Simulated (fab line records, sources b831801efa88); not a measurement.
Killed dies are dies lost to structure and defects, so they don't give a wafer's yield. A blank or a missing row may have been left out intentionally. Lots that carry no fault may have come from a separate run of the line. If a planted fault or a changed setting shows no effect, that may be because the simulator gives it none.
Problem report, 8D (eight disciplines) form, completed by code || flow sky130 || the parts of the form that need people (team, actions taken, sign-off) are left out

1. THE ISSUE
Across 6 wafers from 2 lots, NWELL_RS at SKY_NWELL_RS_MEAS_29 averages 637.5 ohm/sq, while fault-free wafers read 624.4 ohm/sq with a standard deviation of 1.3. Measured from the usual mean, that is +10 standard deviations.
The step: measures by four-point-probe.
First seen on wafer L509.3, day 7 06:41, on film metro-04. At this step, 36 wafers from 12 lots have a number in the record. By rule, "out" or "out of limits" means more than 4 standard deviations away from the usual mean. Any other wafer with a number is counted as sound.

2. WHAT THIS IS AND IS NOT
{"question": "which readings at this step", "is": "NWELL_RS", "is not": "-"}
{"question": "which lots", "is": "L509, L512", "is not": "L501, L502, L503, L504, L510, L514, L517, L519, L520, L524"}
{"question": "which wafers of those lots", "is": "all that have a number", "is not": "-"}
{"question": "read on which gauges", "is": "film metro-04", "is not": "film metro-01, film metro-02"}
{"question": "when", "is": "from day 7 06:41", "is not": "up to then (12 sound wafers); but 18 sound wafers of L510, L514, L517, L519, L520, L524 came after"}

3. WHAT RULES OUT EACH SUSPECT
Counting: a tool at a process step up to the reading stays a suspect if it ran every lot that is out and no sound lot after the first of them.
- the gauge at SKY_NWELL_RS_MEAS_29 is ruled out. All the wafers that are out were read on film metro-04, but those of them that SKY_NWELL_IMPLANT_13 has rows for are out there too, on other tools.
- implanter-01 at SKY_NWELL_IMPLANT_13: kept. It processed each lot that is out, first L509 at day 6 10:13, and no sound lot thereafter; up to then, the last sound lot it processed was L504 at day 5 05:41. Out on those wafers are its own readings of dose ions cm2, faraday current uA.
Left after counting: implanter-01 at SKY_NWELL_IMPLANT_13.

4. THE CAUSE (what the simulator had put in)
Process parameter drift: implanter-01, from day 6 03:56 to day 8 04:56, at SKY_NWELL_IMPLANT_13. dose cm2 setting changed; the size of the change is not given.
This tool alone remained once counting was done.

5. THE EFFECT CHAIN, in route order
Rows list readings where the struck wafers' mean (over those with a number) sits beyond 3 standard deviations from the usual. Scope: only readings with a usual standard deviation given in the record; hours: median across lots of the time from each lot's start at the first step in this table that gives one to its start at this step; sigmas: change in usual standard deviations.
{"hours": 0, "step": "SKY_NWELL_IMPLANT_13", "reading": "dose ions cm2", "usual": 7.002e+11, "on struck wafers": 2.978e+11, "change": -4.024e+11, "sigmas": "-99 or more"}
{"hours": 0, "step": "SKY_NWELL_IMPLANT_13", "reading": "faraday current uA", "usual": 3.95, "on struck wafers": 1.69, "change": -2.26, "sigmas": -29}
{"hours": 21, "step": "SKY_NWELL_RS_MEAS_29", "reading": "NWELL_RS", "usual": "624.4 ohm/sq", "on struck wafers": 637.5, "change": "+13.1", "sigmas": "+10"}
Process steps it contains:
- SKY_NWELL_IMPLANT_13
Later measuring or inspecting steps at which every struck wafer that the step has a row for has a number for every such reading, and none has moved that far: SKY_VIA1_CD_MEAS_12.

6. WHAT WOULD HAVE CAUGHT IT SOONER
Counted from the fault's start at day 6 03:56, it took 27 hours until the first out-of-limits reading at a measuring or inspecting step in this record, taken at day 7 06:41.
The tool's own readings at SKY_NWELL_IMPLANT_13 were out on every struck wafer that the step has a row for (dose ions cm2, faraday current uA): an alarm limit on them would have fired on the first of those.
By day 7 06:41, every lot that is out (2) had started SKY_NWELL_IMPLANT_13 on implanter-01. Had the tool been put on hold then, not one of them would have been saved.
